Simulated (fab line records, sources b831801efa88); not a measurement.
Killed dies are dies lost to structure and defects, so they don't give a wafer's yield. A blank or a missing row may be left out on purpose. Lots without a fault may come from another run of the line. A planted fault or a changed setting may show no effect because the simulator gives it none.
A struck lot beside a sound one | flow gf180mcu | 44 steps out of a route of 602
Sound: wafers L553.3, L553.4, L553.5. Struck: wafer L563.5. (L563.2, L563.4 of the same lot were not struck and are left out.) The cause comes at the end.
At each step with rows: each side's tool, then ch and its chambers, then its first start. Under that, the readings that differ: sound wafers | struck wafers | difference of the means | sigmas: that difference in standard deviations of wafers without a fault.
alike: readings whose means differ by less than 2 such deviations, and words and numbers that are the same on both sides. not compared: withheld readings, readings that some wafer has no value for, bounds like >300 that may hide the same value, and numbers for which the record gives no deviation and whose values overlap.
The two part at a step that has a row with sigmas, a row that says differs or no value, or rows on one side only. Numbers that don't overlap but have no deviation are shown without sigmas and don't part them. A reading that every wafer of one side lacks parts them only if that side has two wafers or more.

first, 3 steps without rows for these wafers: GF_V3_STRIP_19 (strips in post etch residue remover, time 1200 s); GF_V3_CLEAN_20 (cleans in DIW); GF_V3_SPUTTER_21 (material Ti, target thk 15 nm, time 80.02 s).
GF_V3_SPUTTER_22: material TiN, target thk 10 nm, time 40 s.
  sound on pvd_sputter-03, day 23 17:36; struck on pvd_sputter-02, day 26 14:49
  alike: cathode_dc_power_W, throttle_valve_pct
then, 1 step without rows for these wafers: GF_V3_CVD_23 (deposits W, target thk 350 nm, time 104.9 s).
GF_V3_RS_MEAS_24: measures by four-point-probe.
  sound on film_metro-02, day 23 17:47; struck on film_metro-03, day 26 14:59
  reading          | sound             | struck | difference | sigmas
  V3_W_RS (ohm/sq) | 0.331 0.329 0.334 | 0.321  | -0.010     | -3
GF_V3_THK_MEAS_25: measures by xrf.
  sound on film_metro-02, day 23 17:53; struck on film_metro-03, day 26 15:06
  reading       | sound       | struck | difference | sigmas
  V3_W_THK (nm) | 356 358 353 | 376    | +20        | +3
then, 1 step without rows for these wafers: GF_V3_CMP_26 (polishes, stops on SiO2, t overpolish 15 s, target thk 0 nm).
GF_M4_SPUTTER_00: material Ti, target thk 37.5 nm, time 147.8 s.
  sound on pvd_sputter-03, day 23 18:14; struck on pvd_sputter-01, day 26 15:27
  alike: cathode_dc_power_W, throttle_valve_pct
then, 1 step without rows for these wafers: GF_M4_SPUTTER_01 (material TiN, target thk 30 nm, time 25 s).
GF_M4_SPUTTER_02: material AlCu, target thk 450 nm, time 23.9 s.
  sound on pvd_sputter-03, day 23 18:22; struck on pvd_sputter-01, day 26 15:35
  alike: cathode_dc_power_W, throttle_valve_pct
then, 1 step without rows for these wafers: GF_M4_SPUTTER_03 (material Ti, target thk 10 nm, time 6.7 s).
GF_M4_SPUTTER_04: material TiN, target thk 50 nm, time 41.7 s.
  sound on pvd_sputter-03, day 23 18:25; struck on pvd_sputter-01, day 26 15:38
  reading                                | sound             | struck | difference | sigmas
  model.TiN_of_M4_SPUTTER_04.thk_nm (nm) | 49.46 49.89 49.67 | 54.74  | +5.07      |
  alike: cathode_dc_power_W, throttle_valve_pct
GF_M4_RS_MEAS_05: measures by four-point-probe.
  sound on film_metro-02, day 23 18:29; struck on film_metro-02, day 26 15:42
  alike: M4_ALCU_RS
GF_M4_THK_MEAS_06: measures by xrf.
  sound on film_metro-02, day 23 18:35; struck on film_metro-02, day 26 15:49
  alike: M4_ALCU_THK
then, 7 steps without rows for these wafers: GF_M4_DEHYDRATE_07 (time 60 s); GF_M4_HMDS_08 (prime time 60 s); GF_M4_COAT_09 (resist thk 1000 nm); GF_M4_SOFTBAKE_10 (time 60 s); GF_M4_EXPOSE_11 (exposes mask Metal4, target cd 280 nm); GF_M4_PEB_12 (peb time 90 s); GF_M4_DEVELOP_13 (develop time 60 s).
GF_M4_CD_MEAS_14: target cd 280 nm.
  sound on cd_sem-02, day 24 16:42; struck on cd_sem-01, day 27 11:38
  alike: cd_nm
GF_M4_OVL_MEAS_15:
  sound on overlay-01, day 24 16:47; struck on overlay-02, day 27 11:44
  alike: M4_OVL
then, 5 steps without rows for these wafers: GF_M4_METAL_ETCH_16 (etches the open film in Cl2/BCl3, stops on SiO2, target depth 627.5 nm, time 104.6 s); GF_M4_STRIP_17 (strips in O2/N2); GF_M4_STRIP_18 (strips in post etch residue remover, time 1200 s); GF_M4_CLEAN_19 (cleans in DIW); GF_V4_CVD_00 (deposits SiO2, target thk 600 nm, time 100 s).
GF_V4_THK_MEAS_01:
  sound on film_metro-03, day 24 17:36; struck on film_metro-04, day 27 12:29
  alike: V4_CVD_00_THK
GF_V4_CVD_02: deposits SiO2 from TEOS, target thk 850 nm, time 94.851 s.
  sound on pecvd-02 ch 0,1, day 24 17:38; struck on pecvd-02 ch 2, day 27 12:32
  alike: heater_power_w
GF_V4_THK_MEAS_03:
  sound on film_metro-04, day 24 17:44; struck on film_metro-04, day 27 12:37
  alike: V4_CVD_02_THK
GF_V4_CMP_04: polishes SiO2.
  sound on cmp-01 ch 1,2, day 24 17:46; struck on cmp-02 ch 1, day 27 12:43
  alike: edge_zone_pressure_frac, motor_current_A, slurry_flow_ml_min, time_to_endpoint_s
GF_V4_BOW_MEAS_05:
  sound on film_metro-04, day 24 18:07; struck on film_metro-04, day 27 13:02
  alike: V4_BOW
then, 8 steps without rows for these wafers: GF_V4_DEHYDRATE_06 (time 60 s); GF_V4_HMDS_07 (prime time 60 s); GF_V4_COAT_08; GF_V4_COAT_09 (resist thk 1000 nm); GF_V4_SOFTBAKE_10 (time 60 s); GF_V4_EXPOSE_11 (exposes mask Via4, target cd 260 nm); GF_V4_PEB_12 (peb time 90 s); GF_V4_DEVELOP_13 (develop time 60 s).
GF_V4_STRIP_19: strips in post etch residue remover, time 1200 s.
  sound on wet_bench-03 ch 3, day 25 16:11; struck on wet_bench-01 ch 1, day 28 08:56
  reading                                | sound             | struck | difference | sigmas
  model.TiN_of_M4_SPUTTER_04.thk_nm (nm) | 48.61 49.04 48.82 | 53.9   | +5.1       |
then, 1 step without rows for these wafers: GF_PASSIVATION_PROBE_99.

WHERE THEY PART
First at GF_V3_RS_MEAS_24; last, within this record, at GF_V3_THK_MEAS_25. Later steps at which nothing parts them and some readings are alike: GF_M4_SPUTTER_00, GF_M4_SPUTTER_02, GF_M4_SPUTTER_04, GF_M4_RS_MEAS_05, GF_M4_THK_MEAS_06, GF_M4_CD_MEAS_14, GF_M4_OVL_MEAS_15, GF_V4_THK_MEAS_01, GF_V4_CVD_02, GF_V4_THK_MEAS_03, GF_V4_CMP_04, GF_V4_BOW_MEAS_05.

WHY: what the simulator had put in
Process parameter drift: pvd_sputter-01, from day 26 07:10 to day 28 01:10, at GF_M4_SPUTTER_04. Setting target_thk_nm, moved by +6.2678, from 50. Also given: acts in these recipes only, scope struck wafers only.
